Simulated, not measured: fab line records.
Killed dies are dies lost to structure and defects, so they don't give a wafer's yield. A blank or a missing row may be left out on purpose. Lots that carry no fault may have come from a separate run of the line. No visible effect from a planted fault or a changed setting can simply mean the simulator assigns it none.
Matching of chambers || flow sky130 || cmp-01 running SKY_VIA1_CMP_02: 4 sister chambers
The step polishes SiO2. 8 wafers are shown with their chamber, then 12 later ones without.

WAFERS WITH THEIR CHAMBER
{"wafer": "L081.1", "chamber": 2, "motor current A (A)": 11.7}
{"wafer": "L082.5", "chamber": 1, "motor current A (A)": 13.4}
{"wafer": "L085.5", "chamber": 1, "motor current A (A)": 14.2}
{"wafer": "L086.6", "chamber": 0, "motor current A (A)": 11.3}
{"wafer": "L089.6", "chamber": 2, "motor current A (A)": 11.7}
{"wafer": "L090.1", "chamber": 3, "motor current A (A)": 13.9}
{"wafer": "L090.5", "chamber": 3, "motor current A (A)": 13.3}
{"wafer": "L090.6", "chamber": 0, "motor current A (A)": 11.0}

WAFERS WITHOUT THEIR CHAMBER
{"wafer": "L091.3", "motor current A (A)": 12.0}
{"wafer": "L091.4", "motor current A (A)": 13.4}
{"wafer": "L091.5", "motor current A (A)": 13.8}
{"wafer": "L094.1", "motor current A (A)": 11.2}
{"wafer": "L094.3", "motor current A (A)": 12.2}
{"wafer": "L094.6", "motor current A (A)": 11.5}
{"wafer": "L096.2", "motor current A (A)": 14.0}
{"wafer": "L096.3", "motor current A (A)": 11.5}
{"wafer": "L096.4", "motor current A (A)": 11.4}
{"wafer": "L097.3", "motor current A (A)": 14.1}
{"wafer": "L097.4", "motor current A (A)": 12.1}
{"wafer": "L097.5", "motor current A (A)": 14.2}

EACH ONE'S CHAMBER
{"wafer": "L091.3", "from the rows above": "can't be placed: 2 or 0", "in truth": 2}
{"wafer": "L091.4", "from the rows above": "can't be placed: 3 or 1", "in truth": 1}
{"wafer": "L091.5", "from the rows above": "can't be placed: 1 or 3", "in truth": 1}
{"wafer": "L094.1", "from the rows above": "can't be placed: 0 or 2", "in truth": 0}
{"wafer": "L094.3", "from the rows above": "can't be placed: 2 or 0", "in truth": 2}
{"wafer": "L094.6", "from the rows above": "can't be placed: 2 or 0", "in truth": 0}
{"wafer": "L096.2", "from the rows above": "can't be placed: 1 or 3", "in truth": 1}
{"wafer": "L096.3", "from the rows above": "can't be placed: 2 or 0", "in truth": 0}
{"wafer": "L096.4", "from the rows above": "can't be placed: 0 or 2", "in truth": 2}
{"wafer": "L097.3", "from the rows above": "can't be placed: 1 or 3", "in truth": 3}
{"wafer": "L097.4", "from the rows above": "can't be placed: 2 or 0", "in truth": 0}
{"wafer": "L097.5", "from the rows above": "can't be placed: 1 or 3", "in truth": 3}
Correctly placed: 0 of 12. Not placeable from these rows: 12 (in 12, the candidates include the true chamber). Wrongly placed: 0.
How it was worked out, from the rows above alone: a wafer's distance from a chamber is the root of the sum, over the readings, of the square of ((its reading less the chamber's mean) divided by the reading's scatter). The wafer belongs to the nearest chamber; if the next one is less than 2 further off, it can't be placed. A chamber's mean is the mean of its shown wafers. How the scatter is found: for the shown wafers, subtract from each reading the mean of its chamber, square and add these, divide the total by (wafers less chambers), then take the root.
